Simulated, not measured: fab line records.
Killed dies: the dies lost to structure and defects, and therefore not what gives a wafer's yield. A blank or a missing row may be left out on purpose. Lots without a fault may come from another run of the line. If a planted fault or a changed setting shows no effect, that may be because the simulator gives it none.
fab line records	flow sfqLine
record lots=6	wafers=18	lastDay=91
route steps=325 shown M4@152 I4@163 JJ@178 M5@206 M8@325
lots with no fault: from the same line, run without faults
startH: hours from the record's opening day to when the first of the lot's shown wafers began	waitH: hours since the lot's step before	" the same as in the row above	L1.1+2: a row that stands for several wafers	- value missing, or start not given	* or withheld: withheld	< > ~ a bound
route shown NAME@n: NAME is a module with steps in the file, n the number in the route of the first one	usual: mean/standard deviation taken from wafers without a fault	same: alike in all rows	chamber/n: place in a boat	sites: each site's reading	_std_site: their standard deviation	_edge_site: mean of outer sites minus mean of inner sites	radiusMm: for every site, how far away it sits from the centre of the wafer	mask NAME#n: copy n	behind: the most recent tool/chamber to have shaped the wafer	hold: reason for holding the lot/hours on hold/outcome of the hold	device: the n, p or np transistor that did not switch	end of line: the same wafers' tests at the end of the route	where a step has no rows: the recipe by itself	killed: dies lost to structure and defects at the first sort, not the wafer's yield	map: the dies of a wafer, with x for killed, . for not killed, _ for no die there
set.NAME: setting as actually run; set.NAME@STEP: the setting as run at that earlier step	model.NAME: the simulator's own value behind a step, which no gauge read
certain route steps with their lots: each step a table, each wafer a row
services: from which hour (startH, from the record's first day; less than 0 if before it) a tool's chamber was out of use, for how many hours, and why
## steps
# step SFQ_TRILAYER_M4_LITHO_COAT_098
# recipe resist=BARC	spinRpm=3000	resistThkNm=62
# step SFQ_TRILAYER_M4_LITHO_COAT_093
# recipe resist=KrF	spinRpm=3000	resistThkNm=600
# step SFQ_TRILAYER_M4_LITHO_SOFTBAKE_097
# recipe tempC=withheld	timeS=withheld	resist=KrF
# step SFQ_TRILAYER_M4_LITHO_EXPOSE_094
# recipe maskId=M4	na=0.6	sourceShape=conventional	sigmaOuter=0.65	targetCdNm=500	doseMj=14.4
# step SFQ_TRILAYER_M4_LITHO_PEB_096
# recipe pebTempC=115	pebTimeS=60	resist=KrF
# step SFQ_TRILAYER_M4_LITHO_DEVELOP_095
# recipe timeS=60	resist=KrF
# step SFQ_M4_OVL_MEAS_926
# usual M4_OVL=1/4.6
lot.wafer	tool	chamber	startH	waitH	M4_OVL[nm]
L661.2	overlay-01	-	1114.87	0.1	1
L661.3	"	-	"	"	1
L661.5	"	-	"	"	1
L670.1	overlay-01	-	1350.90	0.1	-1
L670.2	"	-	"	"	2
L670.6	"	-	"	"	1
L680.2	overlay-01	-	1477.92	0.1	7
L680.3	"	-	"	"	1
L680.5	"	-	"	"	5
L681.2	overlay-02	-	1488.70	0.1	4
L681.3	"	-	"	"	-3
L681.4	"	-	"	"	-4
L682.1	overlay-02	-	1489.89	0.1	5
L682.3	"	-	"	"	-2
L682.6	"	-	"	"	-1
L683.1	overlay-02	-	1494.29	0.1	7
L683.3	"	-	"	"	5
L683.6	"	-	"	"	0
# step SFQ_TRILAYER_M4_BARC_OPEN_METAL_ETCH_123
# recipe maskMaterial=PR	chemistry=O2	targetDepthNm=125	target=BARC	icpW=600	biasW=80	pressureMtorr=10	timeS=41.7
# step SFQ_TRILAYER_M4_ETCH_METAL_ETCH_096
# recipe target=Nb	stopOn=SiO2	maskMaterial=PR	chemistry=Cl2/Ar	targetDepthNm=240	icpW=600	biasW=80	pressureMtorr=10	timeS=120
# usual drypumpMotorCurrentA=6.0/0.45	oesProductAu=0.891/0.0065
lot.wafer	tool	chamber	startH	waitH	drypumpMotorCurrentA	oesProductAu	rfHoursCounterH
L661.2	rieMetal-03	0	1114.96	0.0	6.4	0.896	0
L661.3	"	0	"	"	6.4	0.896	-
L661.5	"	0	"	"	6.3	0.889	-
L670.1	rieMetal-01	1	1350.99	0.0	5.6	0.896	43
L670.2	"	0	"	"	5.4	0.898	115
L670.6	"	0	"	"	5.4	0.900	-
L680.2	rieMetal-01	1	1478.01	0.0	5.6	0.887	57
L680.3	"	0	"	"	5.4	0.892	-
L680.5	"	0	"	"	5.4	0.893	-
L681.2	rieMetal-04	1	1488.79	0.0	6.7	0.901	11
L681.3	"	0	"	"	6.5	0.884	-
L681.4	"	1	"	"	6.6	0.886	-
L682.1	rieMetal-01	1	1490.04	0.1	5.6	0.903	59
L682.3	"	1	"	"	5.6	0.894	-
L682.6	"	1	"	"	5.6	0.897	-
L683.1	rieMetal-03	1	1494.39	0.0	6.1	0.895	44
L683.3	"	0	"	"	6.4	0.885	-
L683.6	"	1	"	"	6.0	0.901	-
# step SFQ_TRILAYER_M4_STRIP_STRIP_097
# recipe gas=O2	powerW=200	platenTempC=40	overashFraction=0.65	chemistry=O2	pressureMtorr=50
# usual drypumpMotorCurrentA=6.0/0.44	oesProductAu=1.000/0.008
lot.wafer	tool	chamber	startH	waitH	drypumpMotorCurrentA	oesProductAu	rfHoursCounterH
L661.2	rieMetal-03	0	1115.08	0.1	6.3	1.003	1
L661.3	"	0	"	"	6.4	1.017	-
L661.5	"	0	"	"	6.4	1.017	-
L670.1	rieMetal-01	1	1351.12	0.1	5.6	1.003	44
L670.2	"	0	"	"	5.4	0.994	115
L670.6	"	0	"	"	5.4	0.991	-
L680.2	rieMetal-01	1	1478.13	0.1	5.6	0.991	58
L680.3	"	0	"	"	5.4	0.992	-
L680.5	"	0	"	"	5.4	0.995	-
L681.2	rieMetal-04	1	1488.91	0.1	6.6	1.000	11
L681.3	"	0	"	"	6.5	1.001	-
L681.4	"	1	"	"	6.6	1.002	-
L682.1	rieMetal-01	1	1490.29	0.2	5.6	1.000	60
L682.3	"	1	"	"	5.6	1.000	-
L682.6	"	1	"	"	5.6	0.986	-
L683.1	rieMetal-03	1	1494.51	0.1	6.0	1.013	44
L683.3	"	0	"	"	6.4	1.007	-
L683.6	"	1	"	"	6.0	1.004	-
# step SFQ_TRILAYER_M4_STRIP_SOLV_CLEAN_098
# recipe chemistry=NMP	tempC=70	timeS=600
# step SFQ_TRILAYER_I4_DEP_PECVD_099
# recipe material=SiO2	tempC=150	timeS=111.11	pressureTorr=2.4	rfW=183.3	precursor=SiH4/N2O	targetThkNm=500
# step SFQ_TRILAYER_I4_CMP_CMP_100
# recipe material=SiO2	downForcePsi=3	platenRpm=60	padVelocityMS=0.94248
# usual motorCurrentA=9.8/0.9	timeToEndpointS=213/6.8
lot.wafer	tool	chamber	startH	waitH	motorCurrentA	timeToEndpointS	model.SiO2_of_TRILAYER_I4_DEP_PECVD_099.thkNm
L661.3	cmp-02	1	1115.93	0.0	10.6	199	200.2
L661.2	"	3	1116.93	1.0	11.1	210	201.2
L661.5	"	2	1118.43	2.5	10.2	213	201.9
L670.1	cmp-01	0	1363.18	11.1	8.4	209	199.8
L670.2	"	1	"	"	9.0	219	200.4
L670.6	"	0	1365.18	13.0	8.8	216	198
L680.3	cmp-02	2	1480.57	1.5	10.1	206	198.9
L680.2	"	0	1481.57	2.5	9.8	242	150
L680.5	"	3	1483.07	3.9	11.2	207	200.6
L681.2	cmp-02	3	1489.78	0.0	11.3	245	149.7
L681.3	"	0	"	"	10.3	209	199.8
L681.4	"	2	1491.28	1.5	9.9	213	200.1
L682.3	cmp-01	1	1491.78	0.1	9.3	215	200.3
L682.1	"	3	1492.78	1.1	10.3	224	199.3
L682.6	"	1	1493.78	2.0	9.3	221	201.6
L683.3	cmp-01	3	1495.41	0.0	10.7	225	199.6
L683.1	"	2	1496.91	1.6	9.8	205	199.7
L683.6	"	0	1497.91	2.5	8.3	218	200.7
# step SFQ_I4_BOW_MEAS_927
# recipe mode=bow
# usual I4_BOW=4/8.9
lot.wafer	tool	chamber	startH	waitH	I4_BOW[um]
L661.2	filmMetro-02	-	1118.95	1.5	-3
L661.3	"	-	"	"	-3
L661.5	"	-	"	"	2
L670.1	filmMetro-02	-	1365.68	2.0	12
L670.2	"	-	"	"	-4
L670.6	"	-	"	"	6
L680.2	filmMetro-01	-	1483.59	1.5	11
L680.3	"	-	"	"	-10
L680.5	"	-	"	"	5
L681.2	filmMetro-01	-	1492.80	2.5	2
L681.3	"	-	"	"	-2
L681.4	"	-	"	"	11
L682.1	filmMetro-04	-	1494.78	1.5	11
L682.3	"	-	"	"	4
L682.6	"	-	"	"	2
L683.1	filmMetro-04	-	1498.41	1.0	-6
L683.3	"	-	"	"	1
L683.6	"	-	"	"	-15
# step SFQ_TRILAYER_I4_METRO_MEASURE_101
# usual thkNm=199.9/0.85
lot.wafer	tool	chamber	startH	waitH	thkNm
L661.2	filmMetro-02	-	1119.25	0.3	201.2
L661.3	"	-	"	"	200.3
L661.5	"	-	"	"	201.9
L670.1	filmMetro-02	-	1365.80	0.1	199.8
L670.2	"	-	"	"	200.4
L670.6	"	-	"	"	198.0
L680.2	filmMetro-01	-	1483.89	0.3	150.0
L680.3	"	-	"	"	198.7
L680.5	"	-	"	"	200.7
L681.2	filmMetro-01	-	1493.10	0.3	149.7
L681.3	"	-	"	"	199.8
L681.4	"	-	"	"	200.0
L682.1	filmMetro-04	-	1494.90	0.1	199.2
L682.3	"	-	"	"	200.3
L682.6	"	-	"	"	201.6
L683.1	filmMetro-04	-	1498.53	0.1	199.9
L683.3	"	-	"	"	199.7
L683.6	"	-	"	"	200.8
# step SFQ_TRILAYER_I4_VIA_LITHO_COAT_108
# recipe resist=BARC	spinRpm=3000	resistThkNm=62
# step SFQ_TRILAYER_I4_VIA_LITHO_COAT_103
# recipe resist=KrF	spinRpm=3000	resistThkNm=650
# step SFQ_TRILAYER_I4_VIA_LITHO_SOFTBAKE_107
# recipe tempC=withheld	timeS=withheld	resist=KrF
# step SFQ_TRILAYER_I4_VIA_LITHO_EXPOSE_104
# recipe maskId=I4	na=0.6	sourceShape=conventional	sigmaOuter=0.65	targetCdNm=700	doseMj=21.3
# step SFQ_TRILAYER_I4_VIA_LITHO_PEB_106
# recipe pebTempC=115	pebTimeS=60	resist=KrF
# step SFQ_TRILAYER_I4_VIA_LITHO_DEVELOP_105
# recipe timeS=60	resist=KrF
# step SFQ_I4_OVL_MEAS_928
# usual I4_OVL=1/5.5
lot.wafer	tool	chamber	startH	waitH	I4_OVL[nm]
L661.2	overlay-01	-	1262.29	0.1	3
L661.3	"	-	"	"	5
L661.5	"	-	"	"	2
L670.1	overlay-01	-	1488.50	0.1	-2
L670.2	"	-	"	"	-2
L670.6	"	-	"	"	-2
L680.2	overlay-01	-	1596.02	0.1	7
L680.3	"	-	"	"	4
L680.5	"	-	"	"	3
L681.2	overlay-01	-	1603.22	0.1	-9
L681.3	"	-	"	"	-4
L681.4	"	-	"	"	-7
L682.1	overlay-01	-	1605.61	0.1	4
L682.3	"	-	"	"	0
L682.6	"	-	"	"	3
L683.1	overlay-02	-	1608.01	0.1	5
L683.3	"	-	"	"	3
L683.6	"	-	"	"	0
# step SFQ_TRILAYER_I4_VIA_BARC_OPEN_VIA_ETCH_146
# recipe maskMaterial=PR	chemistry=O2	targetDepthNm=125	target=BARC	sourceW=500	biasW=80	pressureMtorr=30	timeS=41.7
# usual drypumpMotorCurrentA=5.7/0.34	oesProductAu=0.685/0.0049
lot.wafer	tool	chamber	startH	waitH	drypumpMotorCurrentA	oesProductAu	rfHoursCounterH
L661.2	rieDiel-01	0	1262.32	0.0	6.3	0.687	19
L661.3	"	1	"	"	5.4	0.686	8
L661.5	"	1	"	"	5.4	0.681	-
L670.1	rieDiel-04	3	1488.53	0.0	5.9	0.678	0
L670.2	"	2	"	"	5.5	0.683	13
L670.6	"	2	"	"	5.5	0.679	-
L680.2	rieDiel-04	2	1596.05	0.0	5.5	0.684	14
L680.3	"	3	"	"	5.9	0.683	1
L680.5	"	0	"	"	5.4	0.685	-
L681.2	rieDiel-04	3	1603.25	0.0	5.9	0.686	1
L681.3	"	1	"	"	6.2	0.680	18
L681.4	"	0	"	"	5.4	0.681	8
L682.1	rieDiel-04	0	1605.65	0.0	5.5	0.682	8
L682.3	"	3	"	"	5.9	0.684	1
L682.6	"	3	"	"	5.9	0.681	-
L683.1	rieDiel-01	1	1608.05	0.0	5.4	0.689	11
L683.3	"	3	"	"	5.4	0.679	5
L683.6	"	2	"	"	5.5	0.690	-
# step SFQ_TRILAYER_I4_VIA_ETCH_VIA_ETCH_106
# recipe target=SiO2	stopOn=Nb	maskMaterial=PR	taperDeg=20	chemistry=CHF3	targetDepthNm=260	sourceW=500	biasW=80	pressureMtorr=30	timeS=withheld
# usual drypumpMotorCurrentA=5.7/0.35	oesProductAu=0.854/0.0054
lot.wafer	tool	chamber	startH	waitH	drypumpMotorCurrentA	oesProductAu	model.I4.featureDepthNm	model.etch.depthNm
L661.2	rieDiel-01	0	1262.36	0.0	6.3	0.851	201.2	201.2
L661.3	"	1	"	"	5.4	0.855	200.2	200.2
L661.5	"	1	"	"	5.4	0.868	201.9	201.9
L670.1	rieDiel-04	3	1488.57	0.0	6.0	0.848	199.8	199.8
L670.2	"	2	"	"	5.5	0.858	200.4	200.4
L670.6	"	2	"	"	5.5	0.845	198	198
L680.2	rieDiel-04	2	1596.09	0.0	5.5	0.734	150	150
L680.3	"	3	"	"	5.9	0.850	198.9	198.9
L680.5	"	0	"	"	5.4	0.850	200.6	200.6
L681.2	rieDiel-04	3	1603.29	0.0	5.9	0.732	149.7	149.7
L681.3	"	1	"	"	6.2	0.858	199.8	199.8
L681.4	"	0	"	"	5.5	0.861	200.1	200.1
L682.1	rieDiel-04	0	1605.69	0.0	5.5	0.859	199.3	199.3
L682.3	"	3	"	"	5.9	0.853	200.3	200.3
L682.6	"	3	"	"	5.9	0.847	201.6	201.6
L683.1	rieDiel-01	1	1608.09	0.0	5.4	0.851	199.7	199.7
L683.3	"	3	"	"	5.4	0.855	199.6	199.6
L683.6	"	2	"	"	5.5	0.853	200.7	200.7
# step SFQ_TRILAYER_I4_VIA_STRIP_STRIP_107
# recipe gas=O2	powerW=200	platenTempC=40	overashFraction=0.65	chemistry=O2	pressureMtorr=50
# step SFQ_TRILAYER_I4_VIA_STRIP_SOLV_CLEAN_108
# recipe chemistry=NMP	tempC=70	timeS=600
# step SFQ_TRILAYER_JJ_TRILAYER_DEP_PRE_CLEAN_113
# recipe gas=Ar	timeS=22.5	biasV=250
# step SFQ_TRILAYER_JJ_TRILAYER_DEP_SPUTTER_109
# recipe material=Nb	basePressurePa=1.33e-06	chamberPressurePa=0.1333	substrateTempC=20	targetThkNm=150	powerW=2000	timeS=100
# step SFQ_TRILAYER_JJ_TRILAYER_DEP_SPUTTER_110
# recipe material=Al	basePressurePa=1.33e-06	targetThkNm=8	powerW=500	timeS=10	chamberPressurePa=0.4
# usual basePressurePa=1.34e-06/9.4e-08	throttleValvePct=29.9/0.81
lot.wafer	tool	chamber	startH	waitH	basePressurePa	throttleValvePct
L661.2	pvdSputter-03	-	1263.35	0.0	1.2e-06	31.6
L661.3	"	-	"	"	1.19e-06	29.8
L661.5	"	-	"	"	1.24e-06	30.0
L670.1	pvdSputter-05	-	1489.56	0.0	1.4e-06	29.7
L670.2	"	-	"	"	1.4e-06	29.8
L670.6	"	-	"	"	1.34e-06	30.1
L680.2	pvdSputter-03	-	1597.08	0.0	1.43e-06	29.7
L680.3	"	-	"	"	1.43e-06	31.5
L680.5	"	-	"	"	1.4e-06	30.0
L681.2	pvdSputter-05	-	1604.28	0.0	1.32e-06	30.4
L681.3	"	-	"	"	1.35e-06	29.2
L681.4	"	-	"	"	1.44e-06	29.1
L682.1	pvdSputter-05	-	1606.68	0.0	1.24e-06	29.8
L682.3	"	-	"	"	1.2e-06	29.7
L682.6	"	-	"	"	1.46e-06	30.0
L683.1	pvdSputter-06	-	1609.08	0.0	1.47e-06	30.3
L683.3	"	-	"	"	1.47e-06	29.1
L683.6	"	-	"	"	1.42e-06	29.2
# step SFQ_TRILAYER_JJ_TRILAYER_DEP_AL_OXIDATION_111
# recipe pressureMbar=0.014667	oxidationTimeS=600	temperatureK=293
# step SFQ_TRILAYER_JJ_TRILAYER_DEP_SPUTTER_112
# recipe material=Nb	basePressurePa=1.33e-06	chamberPressurePa=0.1333	substrateTempC=20	targetThkNm=170	powerW=2000	timeS=113.3
# step SFQ_JJ_RS_MEAS_929
# recipe thkMeasGauge=four-point-probe	reads=Nb_of_TRILAYER_JJ_TRILAYER_DEP_SPUTTER_112
# usual JJ_NB_RS=1.050/0.012
lot.wafer	tool	chamber	startH	waitH	JJ_NB_RS[ohm/sq]
L661.2	filmMetro-03	-	1264.47	0.1	1.037
L661.3	"	-	"	"	1.031
L661.5	"	-	"	"	1.038
L670.1	filmMetro-01	-	1490.66	0.0	1.059
L670.2	"	-	"	"	1.050
L670.6	"	-	"	"	1.043
L680.2	filmMetro-01	-	1598.20	0.1	1.019
L680.3	"	-	"	"	1.021
L680.5	"	-	"	"	1.027
L681.2	filmMetro-01	-	1605.40	0.1	1.048
L681.3	"	-	"	"	1.067
L681.4	"	-	"	"	1.061
L682.1	filmMetro-01	-	1607.78	0.0	1.042
L682.3	"	-	"	"	1.033
L682.6	"	-	"	"	1.040
L683.1	filmMetro-02	-	1610.18	0.0	1.055
L683.3	"	-	"	"	1.064
L683.6	"	-	"	"	1.060
# step SFQ_TRILAYER_JJ_CE_LITHO_COAT_119
# recipe resist=BARC	spinRpm=3000	resistThkNm=62
# step SFQ_TRILAYER_JJ_CE_LITHO_COAT_114
# recipe resist=KrF	spinRpm=3000	resistThkNm=600
# step SFQ_TRILAYER_JJ_CE_LITHO_SOFTBAKE_118
# recipe tempC=withheld	timeS=withheld	resist=KrF
# step SFQ_TRILAYER_JJ_CE_LITHO_EXPOSE_115
# recipe maskId=J5	na=0.6	sourceShape=conventional	sigmaOuter=0.65	targetCdNm=700	doseMj=14.4
# step SFQ_TRILAYER_JJ_CE_LITHO_PEB_117
# recipe pebTempC=115	pebTimeS=60	resist=KrF
# step SFQ_TRILAYER_JJ_CE_LITHO_DEVELOP_116
# recipe timeS=60	resist=KrF
# step SFQ_JJ_OVL_MEAS_931
# usual J5_OVL=-1/4.5
lot.wafer	tool	chamber	startH	waitH	J5_OVL[nm]
L661.2	overlay-01	-	1392.55	0.1	-4
L661.3	"	-	"	"	0
L661.5	"	-	"	"	-9
L670.1	overlay-02	-	1493.09	0.1	1
L670.2	"	-	"	"	2
L670.6	"	-	"	"	3
L680.2	overlay-01	-	1600.61	0.1	-5
L680.3	"	-	"	"	1
L680.5	"	-	"	"	0
L681.2	overlay-01	-	1608.47	0.1	6
L681.3	"	-	"	"	2
L681.4	"	-	"	"	5
L682.1	overlay-01	-	1612.07	0.1	-1
L682.3	"	-	"	"	0
L682.6	"	-	"	"	-2
L683.1	overlay-01	-	1614.47	0.1	2
L683.3	"	-	"	"	5
L683.6	"	-	"	"	-2
# step SFQ_TRILAYER_JJ_CE_METRO_MEASURE_117
# step SFQ_TRILAYER_JJ_CE_BARC_OPEN_RIE_150
# recipe maskMaterial=PR	chemistry=O2	targetDepthNm=240	target=BARC	icpW=600	biasW=80	pressureMtorr=10	timeS=80
# usual drypumpMotorCurrentA=6.0/0.47	oesProductAu=0.538/0.0046
lot.wafer	tool	chamber	startH	waitH	drypumpMotorCurrentA	oesProductAu	rfHoursCounterH
L661.2	rieMetal-04	0	1393.78	0.8	6.5	0.532	122
L661.3	"	1	"	"	6.6	0.543	-
L661.5	"	1	"	"	6.6	0.537	-
L670.1	rieMetal-04	0	1494.33	1.0	6.4	0.534	4
L670.2	"	1	"	"	6.6	0.542	12
L670.6	"	0	"	"	6.5	0.535	-
L680.2	rieMetal-02	0	1601.84	0.8	6.1	0.541	76
L680.3	"	1	"	"	5.5	0.536	-
L680.5	"	0	"	"	6.0	0.541	-
L681.2	rieMetal-04	1	1609.70	0.8	6.6	0.539	28
L681.3	"	0	"	"	6.5	0.542	-
L681.4	"	1	"	"	6.6	0.533	-
L682.1	rieMetal-02	0	1613.30	1.0	6.0	0.532	78
L682.3	"	1	"	"	5.6	0.534	-
L682.6	"	0	"	"	6.0	0.539	-
L683.1	rieMetal-01	0	1615.70	1.0	5.4	0.542	17
L683.3	"	1	"	"	5.6	0.543	-
L683.6	"	1	"	"	5.6	0.536	-
# step SFQ_TRILAYER_M5_ETCH_METAL_ETCH_126
# recipe target=Nb	stopOn=SiO2	maskMaterial=PR	overEtchFrac=0.15	timeS=203.2	chemistry=Cl2/BCl3	targetDepthNm=265	icpW=600	biasW=80	pressureMtorr=10
# usual drypumpMotorCurrentA=5.8/0.36	oesProductAu=0.727/0.0058
lot.wafer	tool	chamber	startH	waitH	drypumpMotorCurrentA	oesProductAu	rfHoursCounterH	model.SiO2_of_TRILAYER_I4_DEP_PECVD_099.thkNm
L661.2	rieMetal-03	1	1525.87	0.0	6.0	0.728	49	181.3
L661.3	"	0	"	"	6.4	0.731	-	180.3
L661.5	"	0	"	"	6.4	0.743	-	182
L670.1	rieMetal-01	1	1604.51	0.0	5.6	0.725	77	180.1
L670.2	"	0	"	"	5.4	0.728	15	180.6
L670.6	"	1	"	"	5.6	0.731	-	178.3
L680.2	rieMetal-02	0	1668.11	0.0	6.0	0.730	88	130.2
L680.3	"	1	"	"	5.5	0.733	-	179
L680.5	"	1	"	"	5.5	0.733	-	180.7
L681.2	rieMetal-03	1	1669.31	0.0	6.1	0.711	70	129.9
L681.3	"	1	"	"	6.1	0.729	-	179.9
L681.4	"	0	"	"	6.3	0.720	-	180.3
L682.1	rieMetal-02	0	1670.51	0.0	6.1	0.724	89	179.6
L682.3	"	0	"	"	6.1	0.730	-	180.7
L682.6	"	1	"	"	5.6	0.726	-	181.9
L683.1	rieMetal-01	1	1671.71	0.0	5.6	0.727	90	180.1
L683.3	"	0	"	"	5.4	0.726	-	180
L683.6	"	1	"	"	5.6	0.721	-	181.1
# step SFQ_M8_BOW_MEAS_951
# recipe mode=bow
# usual M8_BOW=9/9.5
lot.wafer	tool	chamber	startH	waitH	M8_BOW[um]	model.etest.i4.linkOhm
L661.2	filmMetro-04	-	1991.97	0.0	1	2.156
L661.3	"	-	"	"	2	2.163
L661.5	"	-	"	"	6	2.16
L670.1	filmMetro-04	-	2133.40	0.0	21	2.171
L670.2	"	-	"	"	4	2.144
L670.6	"	-	"	"	15	2.151
L680.2	filmMetro-01	-	2178.56	0.0	10	2.141
L680.3	"	-	"	"	-10	2.163
L680.5	"	-	"	"	4	2.172
L681.2	filmMetro-02	-	2180.96	0.0	3	2.168
L681.3	"	-	"	"	2	2.201
L681.4	"	-	"	"	12	2.199
L682.1	filmMetro-02	-	2182.31	0.0	18	2.169
L682.3	"	-	"	"	8	2.155
L682.6	"	-	"	"	9	2.156
L683.1	filmMetro-02	-	2183.34	0.0	-4	2.173
L683.3	"	-	"	"	4	2.185
L683.6	"	-	"	"	-11	2.191
## services
tool	chamber	startH	hours	kind
rieDiel-04	3	1103.78	4.7	repair
rieDiel-04	0	1128.54	14.8	repair
rieDiel-04	3	1142.68	7.8	repair
rieMetal-01	-	1163.95	0.2	repair
rieMetal-03	-	1184.62	0.5	repair
rieDiel-04	-	1211.50	0.2	repair
rieDiel-04	2	1227.37	2.3	repair
rieMetal-04	-	1228.26	9.1	repair
rieMetal-03	-	1240.86	2.8	pm
rieMetal-04	1	1242.20	11.4	repair
rieDiel-04	2	1251.42	10.0	repair
rieDiel-04	2	1264.78	22.6	repair
rieDiel-04	3	1270.67	7.4	repair
rieDiel-04	0	1273.38	12.8	repair
rieDiel-04	3	1290.10	3.2	repair
rieMetal-01	-	1347.60	2.8	pm
rieDiel-04	3	1362.26	1.4	repair
rieDiel-04	3	1376.20	5.4	repair
rieMetal-04	-	1431.61	0.4	repair
rieMetal-03	1	1434.59	7.9	repair
rieDiel-04	-	1493.27	15.6	pm
rieDiel-04	-	1508.88	2.8	pm
rieMetal-01	1	1554.49	14.8	repair
rieMetal-04	0	1560.95	10.2	repair
## key
firstSign step=SFQ_TRILAYER_I4_CMP_CMP_100	reading=timeToEndpointS	direction=up	sigmas=4.5	usual=*	struck=*
effect step=SFQ_TRILAYER_I4_METRO_MEASURE_101	reading=thkNm	direction=down	sigmas=59	usual=199.9	struck=149.9
effect step=SFQ_TRILAYER_I4_VIA_ETCH_VIA_ETCH_106	reading=oesProductAu	direction=down	sigmas=22	usual=0.854	struck=0.733
modelEffect step=SFQ_TRILAYER_I4_CMP_CMP_100	value=SiO2_of_TRILAYER_I4_DEP_PECVD_099.thkNm	without=199.9	struck=149.9
modelEffect step=SFQ_TRILAYER_I4_VIA_ETCH_VIA_ETCH_106	value=I4.featureDepthNm	without=199.9	struck=149.9
modelEffect step=SFQ_TRILAYER_M5_ETCH_METAL_ETCH_126	value=SiO2_of_TRILAYER_I4_DEP_PECVD_099.thkNm	without=180	struck=130
modelEffect step=SFQ_M8_BOW_MEAS_951	value=etest.i4.linkOhm	without=2.179	struck=2.155
metAt SFQ_TRILAYER_I4_CMP_CMP_100
struckWafers L680.2,L681.2
onsetBetween 1115.93 1480.57
fault kind=processParameterDrift	tool=cmp-02	chamber=-	onsetH=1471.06	steps=SFQ_TRILAYER_I4_CMP_CMP_100	channel=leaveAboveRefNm	offset=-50	shape=step	endH=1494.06	scope=struckWafersOnly	actsIn=theseRecipesOnly	stated=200
